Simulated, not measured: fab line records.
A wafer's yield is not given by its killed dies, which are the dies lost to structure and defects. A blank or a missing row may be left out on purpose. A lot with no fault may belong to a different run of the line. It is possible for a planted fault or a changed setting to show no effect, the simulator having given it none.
Which tool was responsible? :: flow gf180mcu :: 7 lots with 21 wafers sampled at 4 steps, on a route of 602 steps

## WHAT THE GAUGES READ, wafer by wafer
GF_CONTACT_RS_MEAS_25: measures by four-point-probe.
lot: L259
measured: day 16 13:24
on: film_metro-01
CONTACT_W_RS (ohm/sq): 0.367 0.365 0.372

lot: L262
measured: day 17 15:11
on: film_metro-01
CONTACT_W_RS (ohm/sq): 0.373 0.375 0.369

lot: L269
measured: day 20 06:11
on: film_metro-01
CONTACT_W_RS (ohm/sq): 0.368 0.365 0.369

lot: L273
measured: day 21 20:04
on: film_metro-01
CONTACT_W_RS (ohm/sq): 0.374 0.378 0.365

lot: L275
measured: day 22 12:57
on: film_metro-04
CONTACT_W_RS (ohm/sq): 0.368 0.370 0.386

lot: L279
measured: day 23 17:41
on: film_metro-03
CONTACT_W_RS (ohm/sq): 0.376 0.379 0.378

lot: L281
measured: day 24 11:34
on: film_metro-03
CONTACT_W_RS (ohm/sq): 0.367 0.368 0.379

## WHICH TOOL RAN EACH LOT (tool, then ch and the chambers of the sampled wafers, then the start)
lot: L259
GF_SALICIDE_SPUTTER_02: pvd_sputter-02, day 15 14:35
GF_SALICIDE_SPUTTER_03: pvd_sputter-02, day 15 14:36
GF_CONTACT_ETCH_17: rie_diel-04 ch 0,1,2, day 16 12:00

lot: L262
GF_SALICIDE_SPUTTER_02: pvd_sputter-02, day 16 13:49
GF_SALICIDE_SPUTTER_03: pvd_sputter-02, day 16 13:51
GF_CONTACT_ETCH_17: rie_diel-04 ch 0,3, day 17 14:00

lot: L269
GF_SALICIDE_SPUTTER_02: pvd_sputter-01, day 19 03:37
GF_SALICIDE_SPUTTER_03: pvd_sputter-01, day 19 03:38
GF_CONTACT_ETCH_17: rie_diel-02 ch 2,3, day 20 05:00

lot: L273
GF_SALICIDE_SPUTTER_02: pvd_sputter-01, day 20 18:19
GF_SALICIDE_SPUTTER_03: pvd_sputter-01, day 20 18:20
GF_CONTACT_ETCH_17: rie_diel-04 ch 1,2,3, day 21 19:00

lot: L275
GF_SALICIDE_SPUTTER_02: pvd_sputter-01, day 21 11:26
GF_SALICIDE_SPUTTER_03: pvd_sputter-01, day 21 11:27
GF_CONTACT_ETCH_17: rie_diel-03 ch 1,2,3, day 22 12:00

lot: L279
GF_SALICIDE_SPUTTER_02: pvd_sputter-03, day 22 16:40
GF_SALICIDE_SPUTTER_03: pvd_sputter-03, day 22 16:41
GF_CONTACT_ETCH_17: rie_diel-04 ch 0,1, day 23 17:00

lot: L281
GF_SALICIDE_SPUTTER_02: pvd_sputter-02, day 23 10:37
GF_SALICIDE_SPUTTER_03: pvd_sputter-02, day 23 10:38
GF_CONTACT_ETCH_17: rie_diel-04 ch 1,2,3, day 24 10:00
- GF_SALICIDE_SPUTTER_02: material Co, target thk 10 nm, time 20 s.
- GF_SALICIDE_SPUTTER_03: material TiN, target thk 20 nm, time 16.7 s.
- GF_CONTACT_ETCH_17: etches SiO2 in C4F8/O2/Ar, stops on CoSi2, target depth 860 nm.

## THE ANSWER, worked out from the rows above alone
Rule: the usual values come from the lots themselves. Put in order of their means at a reading, lots are off if they are a third of the lots or fewer, leave a main group of 4 or more, and stand apart from it by a gap of 3 or more times the standard deviation of the main group's means; of several such gaps the widest counts. A main group is skipped when, at the precision printed for the reading in the tables above, its means are all equal. Also off: a lot with no number at a reading for which 4 or more lots have one. All remaining lots with rows at the step are treated as sound.
No lot is off on any of the readings shown, so nothing can be concluded from this.

## WHAT WAS PUT IN BY THE SIMULATOR
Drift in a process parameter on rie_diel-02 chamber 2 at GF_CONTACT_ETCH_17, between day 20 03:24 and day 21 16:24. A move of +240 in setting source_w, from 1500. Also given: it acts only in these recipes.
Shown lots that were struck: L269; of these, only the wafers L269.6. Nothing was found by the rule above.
